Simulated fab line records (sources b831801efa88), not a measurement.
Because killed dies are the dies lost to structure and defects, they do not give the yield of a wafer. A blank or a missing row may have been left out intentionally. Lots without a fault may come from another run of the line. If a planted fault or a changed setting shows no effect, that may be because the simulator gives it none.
fab line records	flow gf180mcu
record: lots: 13	wafers: 39	last-day: 34
route steps=602 shown POLY_GATE@175 SAB@264 CONTACT@288
lots that met no fault: from a run of the same line without faults
start-h: the number of hours between the record's first day and the start of the first shown wafer of the lot	wait-h: hours from the lot's prior step to this one	" the same as in the row above	L1.1+2: one row covering several wafers at once	- no value, or no start given	* or withheld: withheld	< > ~ a bound
route shown NAME@n: a module of which the file shows steps, and the number in the route of the first	usual: average and standard deviation across the fault-free wafers	same: alike in all rows	chamber/n: place in a boat	sites: the reading at each site	_std_site: how widely they spread, as a standard deviation	_edge_site: outer sites' mean less inner sites'	radius-mm: how far each site lies from the wafer's centre	mask NAME#n: copy n	behind: tool/chamber where the wafer was last shaped	hold: why the lot went on hold/how many hours it stayed there/how the hold came to an end	device: names the non-switching transistor (n, p or np)	end of line: the same wafers' tests at the end of the route	a step with no rows: only its recipe	killed: count of dies lost to structure and defects at first sort (not the wafer's yield)	map: dies across one wafer; x = killed, . = not, _ = none there
set.NAME: the setting the step ran with; set.NAME@STEP: the setting that earlier step ran with	model.NAME: the simulator's own value behind a step, which no gauge read
a sample of lots followed through the steps of the route, with each step as a table and each wafer as a row
services: from which hour (start-h, from the record's first day; less than 0 if before it) a tool's chamber was out of use, for how many hours, and why
== steps ==
step: GF_POLY_GATE_CD_MEAS_18
usual: cd-nm: 280.3/1.9
lot.wafer	tool	chamber	start-h	wait-h	cd-nm
L285.3	cd-sem-02	-	201.24	0.1	280.4
L285.5	"	-	"	"	280.7
L285.6	"	-	"	"	281.4
L286.2	cd-sem-01	-	206.02	0.1	282.4
L286.3	"	-	"	"	281.8
L286.5	"	-	"	"	280.2
L287.4	cd-sem-02	-	216.54	0.1	277.3
L287.5	"	-	"	"	281.3
L287.6	"	-	"	"	278.9
L288.3	cd-sem-02	-	220.86	0.1	279.6
L288.5	"	-	"	"	282.0
L288.6	"	-	"	"	281.1
L291.1	cd-sem-02	-	244.22	0.1	282.9
L291.2	"	-	"	"	281.6
L291.3	"	-	"	"	281.8
L292.2	cd-sem-02	-	250.91	0.1	281.8
L292.4	"	-	"	"	283.4
L292.6	"	-	"	"	279.0
L293.3	cd-sem-01	-	259.43	0.1	280.4
L293.4	"	-	"	"	276.1
L293.5	"	-	"	"	279.0
L294.1	cd-sem-02	-	265.71	0.1	281.0
L294.4	"	-	"	"	279.2
L294.6	"	-	"	"	279.9
L297.1	cd-sem-01	-	285.93	0.1	279.2
L297.2	"	-	"	"	280.6
L297.6	"	-	"	"	281.6
L298.1	cd-sem-02	-	292.82	0.1	282.0
L298.3	"	-	"	"	281.1
L298.4	"	-	"	"	282.8
L304.1	cd-sem-01	-	334.97	0.1	279.6
L304.5	"	-	"	"	277.8
L304.6	"	-	"	"	280.0
L305.1	cd-sem-01	-	343.95	0.1	278.0
L305.3	"	-	"	"	278.4
L305.5	"	-	"	"	280.1
L306.1	cd-sem-02	-	349.51	0.1	283.4
L306.4	"	-	"	"	280.2
L306.5	"	-	"	"	280.0
step: GF_SAB_CVD_00
recipe: material: SiO2	target-thk-nm: 50	precursor: TEOS	temp-c: 400	time-s: 4.9302	rf-w: 600
usual: heater-power-w: 634/98
lot.wafer	tool	chamber	start-h	wait-h	heater-power-w
L285.3	pecvd-04	2	322.81	0.1	572
L285.5	"	0	"	"	592
L285.6	"	2	"	"	601
L286.2	pecvd-01	2	326.32	0.1	628
L286.3	"	1	"	"	599
L286.5	"	0	"	"	772
L287.4	pecvd-04	2	340.37	0.0	585
L287.5	"	1	"	"	600
L287.6	"	0	"	"	586
L288.3	pecvd-01	0	344.59	0.1	793
L288.5	"	1	"	"	609
L288.6	"	0	"	"	807
L291.1	pecvd-02	0	370.76	0.1	693
L291.2	"	2	"	"	769
L291.3	"	1	"	"	628
L292.2	pecvd-04	0	381.04	0.1	639
L292.4	"	2	"	"	569
L292.6	"	1	"	"	562
L293.3	pecvd-01	0	390.71	0.1	840
L293.4	"	1	"	"	520
L293.5	"	2	"	"	591
L294.1	pecvd-04	1	395.68	0.1	601
L294.4	"	0	"	"	552
L294.6	"	2	"	"	586
L297.1	pecvd-02	0	423.21	0.1	665
L297.2	"	2	"	"	680
L297.6	"	2	"	"	697
L298.1	pecvd-01	1	429.81	0.1	552
L298.3	"	0	"	"	813
L298.4	"	0	"	"	835
L304.1	pecvd-01	1	480.39	0.1	568
L304.5	"	1	"	"	568
L304.6	"	0	"	"	660
L305.1	pecvd-01	1	488.61	0.1	589
L305.3	"	0	"	"	727
L305.5	"	2	"	"	581
L306.1	pecvd-01	0	495.44	0.1	826
L306.4	"	1	"	"	547
L306.5	"	0	"	"	836
step: GF_SAB_THK_MEAS_01
recipe: reads: SiO2_of_SAB_CVD_00
usual: SAB_CVD_00_THK: 49.9/0.7
lot.wafer	tool	chamber	start-h	wait-h	SAB_CVD_00_THK[nm]
L285.3	film-metro-01	-	322.84	0.0	49.9
L285.5	"	-	"	"	50.3
L285.6	"	-	"	"	50.6
L286.2	film-metro-03	-	326.35	0.0	49.7
L286.3	"	-	"	"	49.3
L286.5	"	-	"	"	50.4
L287.4	film-metro-01	-	340.41	0.0	50.7
L287.5	"	-	"	"	50.0
L287.6	"	-	"	"	50.9
L288.3	film-metro-03	-	344.63	0.0	48.6
L288.5	"	-	"	"	48.6
L288.6	"	-	"	"	48.8
L291.1	film-metro-02	-	370.78	0.0	50.2
L291.2	"	-	"	"	50.0
L291.3	"	-	"	"	50.5
L292.2	film-metro-03	-	381.07	0.0	49.5
L292.4	"	-	"	"	50.4
L292.6	"	-	"	"	50.5
L293.3	film-metro-02	-	390.75	0.0	48.9
L293.4	"	-	"	"	50.3
L293.5	"	-	"	"	51.0
L294.1	film-metro-03	-	395.70	0.0	49.6
L294.4	"	-	"	"	50.5
L294.6	"	-	"	"	50.5
L297.1	film-metro-03	-	423.23	0.0	49.5
L297.2	"	-	"	"	49.1
L297.6	"	-	"	"	50.1
L298.1	film-metro-02	-	429.83	0.0	49.7
L298.3	"	-	"	"	49.2
L298.4	"	-	"	"	50.2
L304.1	film-metro-01	-	480.41	0.0	42.1
L304.5	"	-	"	"	42.9
L304.6	"	-	"	"	50.9
L305.1	film-metro-01	-	488.63	0.0	41.7
L305.3	"	-	"	"	49.0
L305.5	"	-	"	"	50.2
L306.1	film-metro-03	-	495.46	0.0	48.5
L306.4	"	-	"	"	41.9
L306.5	"	-	"	"	49.6
step: GF_SAB_STRIP_13
recipe: chemistry: O2/N2	power-w: 1400	pressure-mtorr: 1500	platen-temp-c: 250	o2-flow-sccm: 3000	n2-flow-sccm: 300	overash-fraction: 0.5
usual: drypump-motor-current-A: 5.7/0.38	heater-power-w: 331/36	oes-product-au: 0.709/0.0046	strip-time-to-endpoint-s: 12.61/0.034
lot.wafer	tool	chamber	start-h	wait-h	drypump-motor-current-A	heater-power-w	oes-product-au	rf-hours-counter-h	strip-time-to-endpoint-s
L285.3	plasma-asher-04	1	343.79	0.0	5.2	314	0.717	-	12.57
L285.5	"	1	"	"	5.2	324	0.712	-	12.56
L285.6	"	0	"	"	5.8	276	0.715	-	12.56
L286.2	plasma-asher-03	1	347.41	0.0	6.3	394	0.706	69	12.73
L286.3	"	1	"	"	6.2	404	0.709	-	12.66
L286.5	"	1	"	"	6.2	400	0.711	-	12.64
L287.4	plasma-asher-04	1	362.15	0.0	5.1	313	0.711	-	12.59
L287.5	"	1	"	"	5.2	319	0.708	-	12.56
L287.6	"	0	"	"	5.8	285	0.709	-	12.57
L288.3	plasma-asher-03	1	366.46	0.0	6.2	393	0.716	-	12.60
L288.5	"	1	"	"	6.3	400	0.706	-	12.63
L288.6	"	0	"	"	5.8	346	0.707	-	12.60
L291.1	plasma-asher-01	0	394.06	0.0	5.2	329	0.701	27	12.53
L291.2	"	1	"	"	5.6	288	0.716	27	12.55
L291.3	"	1	"	"	5.6	286	0.710	-	12.52
L292.2	plasma-asher-01	0	403.43	0.0	5.2	327	0.705	28	12.61
L292.4	"	1	"	"	5.6	287	0.703	-	12.63
L292.6	"	1	"	"	5.6	292	0.706	-	12.61
L293.3	plasma-asher-01	1	413.81	0.0	5.6	291	0.715	-	12.59
L293.4	"	0	"	"	5.2	328	0.710	-	12.59
L293.5	"	0	"	"	5.2	331	0.705	-	12.60
L294.1	plasma-asher-04	0	418.61	0.0	5.8	281	0.706	64	12.63
L294.4	"	1	"	"	5.2	327	0.714	-	12.66
L294.6	"	1	"	"	5.1	318	0.713	-	12.63
L297.1	plasma-asher-04	0	447.68	0.0	5.8	279	0.711	68	12.59
L297.2	"	1	"	"	5.1	314	0.706	68	12.58
L297.6	"	0	"	"	5.8	288	0.710	-	12.58
L298.1	plasma-asher-04	1	454.46	0.0	5.1	314	0.712	68	12.65
L298.3	"	0	"	"	5.8	287	0.710	-	12.67
L298.4	"	1	"	"	5.2	326	0.704	-	12.62
L304.1	plasma-asher-03	1	503.70	0.0	6.2	367	0.701	8	12.61
L304.5	"	1	"	"	6.2	372	0.708	-	12.62
L304.6	"	0	"	"	5.8	347	0.706	-	12.65
L305.1	plasma-asher-03	0	512.44	0.0	5.8	334	0.710	9	12.62
L305.3	"	0	"	"	5.8	352	0.714	-	12.64
L305.5	"	1	"	"	6.2	373	0.710	-	12.64
L306.1	plasma-asher-04	0	519.49	0.0	5.8	282	0.705	74	12.67
L306.4	"	0	"	"	5.8	288	0.701	-	12.66
L306.5	"	0	"	"	5.8	280	0.708	-	12.63
step: GF_CONTACT_THK_MEAS_01
recipe: reads: SiO2_of_CONTACT_CVD_00
usual: CONTACT_CVD_00_THK: 285/3.1
lot.wafer	tool	chamber	start-h	wait-h	CONTACT_CVD_00_THK[nm]
L285.3	film-metro-02	-	344.68	0.0	287
L285.5	"	-	"	"	284
L285.6	"	-	"	"	283
L286.2	film-metro-04	-	348.18	0.0	283
L286.3	"	-	"	"	283
L286.5	"	-	"	"	288
L287.4	film-metro-04	-	362.91	0.0	285
L287.5	"	-	"	"	280
L287.6	"	-	"	"	283
L288.3	film-metro-04	-	367.20	0.0	288
L288.5	"	-	"	"	285
L288.6	"	-	"	"	288
L291.1	film-metro-04	-	394.83	0.0	288
L291.2	"	-	"	"	289
L291.3	"	-	"	"	288
L292.2	film-metro-02	-	404.31	0.0	285
L292.4	"	-	"	"	290
L292.6	"	-	"	"	290
L293.3	film-metro-04	-	414.55	0.0	287
L293.4	"	-	"	"	285
L293.5	"	-	"	"	279
L294.1	film-metro-03	-	419.37	0.0	284
L294.4	"	-	"	"	280
L294.6	"	-	"	"	284
L297.1	film-metro-02	-	448.44	0.0	286
L297.2	"	-	"	"	279
L297.6	"	-	"	"	285
L298.1	film-metro-03	-	455.21	0.0	278
L298.3	"	-	"	"	280
L298.4	"	-	"	"	280
L304.1	film-metro-02	-	504.46	0.0	279
L304.5	"	-	"	"	284
L304.6	"	-	"	"	280
L305.1	film-metro-02	-	513.34	0.0	286
L305.3	"	-	"	"	286
L305.5	"	-	"	"	289
L306.1	film-metro-03	-	520.54	0.0	289
L306.4	"	-	"	"	284
L306.5	"	-	"	"	288
== services ==
tool	chamber	start-h	hours	kind
pecvd-04	1	312.23	2.4	repair
pecvd-04	0	348.62	14.4	repair
pecvd-01	2	355.48	6.6	repair
pecvd-02	0	356.32	14.1	repair
pecvd-02	-	365.56	1.7	repair
pecvd-04	-	367.83	2.8	repair
pecvd-01	-	368.88	14.0	pm
pecvd-01	0	368.88	14.0	vent-cycle
pecvd-01	1	368.88	14.0	vent-cycle
pecvd-01	2	368.88	14.0	vent-cycle
pecvd-01	0	382.88	-	clean
pecvd-01	1	382.88	-	clean
pecvd-01	2	382.88	-	clean
plasma-asher-03	-	416.97	0.5	repair
plasma-asher-03	-	421.25	9.0	pm
plasma-asher-03	0	421.25	9.0	vent-cycle
plasma-asher-03	1	421.25	9.0	vent-cycle
pecvd-04	1	423.92	1.8	repair
plasma-asher-03	0	430.25	-	clean
plasma-asher-03	1	430.25	-	clean
plasma-asher-04	-	462.43	13.5	repair
pecvd-01	0	513.21	12.4	repair
== key ==
first-sign: step: GF_SAB_THK_MEAS_01	reading: SAB_CVD_00_THK	direction: down	sigmas: 11	usual: 49.9	struck: 42.1
effect none on later readings
met-at GF_SAB_CVD_00
struck-lots L304,L305,L306
struck-wafers L304.1,L304.5,L305.1,L306.4
tester-left-out L304,L305,L306
not-acting-at GF_POLY_GATE_CD_MEAS_18,GF_SAB_STRIP_13,GF_CONTACT_THK_MEAS_01
onset-between 429.81 480.39
fault: kind: process-parameter-drift	tool: pecvd-01	chamber: 1	onset-h: 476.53	steps: GF_SAB_CVD_00	channel: time-s	offset: *	shape: step	end-h: 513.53	acts-in: *	stated: *
tester-left-out: of these lots the tester's yield and bins aren't shown, on N5 and GAA mostly nor the transistor test; their killed dies are dies lost to structure and defects alone, not to doping, threshold or leakage, so they don't give the yield
